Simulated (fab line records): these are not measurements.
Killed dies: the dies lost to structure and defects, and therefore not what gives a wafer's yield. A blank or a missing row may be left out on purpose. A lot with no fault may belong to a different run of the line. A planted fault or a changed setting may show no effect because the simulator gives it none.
Chamber matching + flow sky130 + 4 sister chambers for SKY_PAD_OPEN_ETCH_07 on rie-diel-01
The step etches the open film in CF4/O2, stops on AlCu, target depth 725 nm, time 161.1 s. 16 wafers are shown with their chamber, then 8 later ones without.

## WAFERS PAIRED WITH THEIR CHAMBERS
| wafer  | chamber | throttle-valve-pct (%) | oes-product-au (a.u.) |
|--------|---------|------------------------|-----------------------|
| L079.1 | 0       | 5.956                  | 0.976                 |
| L079.2 | 2       | 5.978                  | 0.980                 |
| L079.3 | 1       | 5.983                  | 0.981                 |
| L079.4 | 3       | 5.976                  | 0.978                 |
| L079.5 | 3       | 5.981                  | 0.985                 |
| L079.6 | 2       | 5.968                  | 0.988                 |
| L080.1 | 2       | 5.976                  | 0.982                 |
| L080.2 | 0       | 5.955                  | 0.979                 |
| L080.3 | 1       | 5.967                  | 0.971                 |
| L080.4 | 3       | 5.965                  | 0.976                 |
| L080.5 | 2       | 5.970                  | 0.982                 |
| L080.6 | 1       | 5.964                  | 0.989                 |
| L082.1 | 1       | 5.965                  | 0.971                 |
| L082.2 | 2       | 5.953                  | 0.971                 |
| L082.3 | 0       | 5.951                  | 0.975                 |
| L082.4 | 3       | 5.942                  | 0.974                 |

SIGNATURES (averages over the wafers above)
| reading            | chamber 0 | chamber 1 | chamber 2 | chamber 3 | scatter within a chamber |
|--------------------|-----------|-----------|-----------|-----------|--------------------------|
| throttle-valve-pct | 5.95400   | 5.96975   | 5.96900   | 5.96600   | 0.0113                   |
| oes-product-au     | 0.97667   | 0.97800   | 0.98060   | 0.97825   | 0.00617                  |
Rule: for each reading, subtract the chamber's mean from the wafer's reading, divide by that reading's scatter and square the result; add these up over the readings and take the root, which gives the wafer's distance from the chamber. The wafer belongs to the nearest chamber; if the next one is less than 2 further off, it can't be placed. The scatter: the root of (the sum of the squares of (reading less its chamber's mean) over the shown wafers, divided by (wafers less chambers)).

## WAFERS WHOSE CHAMBER IS MISSING
| wafer  | throttle-valve-pct (%) | oes-product-au (a.u.) |
|--------|------------------------|-----------------------|
| L082.5 | 5.966                  | 0.989                 |
| L082.6 | 5.965                  | 0.976                 |
| L086.1 | 5.980                  | 0.965                 |
| L086.2 | 5.952                  | 0.974                 |
| L086.3 | 5.956                  | 0.981                 |
| L086.4 | 5.968                  | 0.974                 |
| L086.5 | 5.969                  | 0.990                 |
| L086.6 | 5.976                  | 0.979                 |

## WHICH CHAMBER EACH ONE RAN IN
| wafer  | from the rows above               | in truth |
|--------|-----------------------------------|----------|
| L082.5 | can't be placed: 2 or 3 or 1 or 0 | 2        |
| L082.6 | can't be placed: 3 or 1 or 2 or 0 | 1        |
| L086.1 | can't be placed: 1 or 3 or 2 or 0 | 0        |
| L086.2 | can't be placed: 0 or 3 or 1 or 2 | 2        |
| L086.3 | can't be placed: 0 or 3 or 2 or 1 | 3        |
| L086.4 | can't be placed: 1 or 3 or 2 or 0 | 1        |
| L086.5 | can't be placed: 2 or 3 or 1 or 0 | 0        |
| L086.6 | can't be placed: 1 or 2 or 3 or 0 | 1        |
Correct placement for 0 of the 8. Unplaceable from these rows: 8, with the true chamber sitting among the candidates in 8. Wrongly placed: 0.
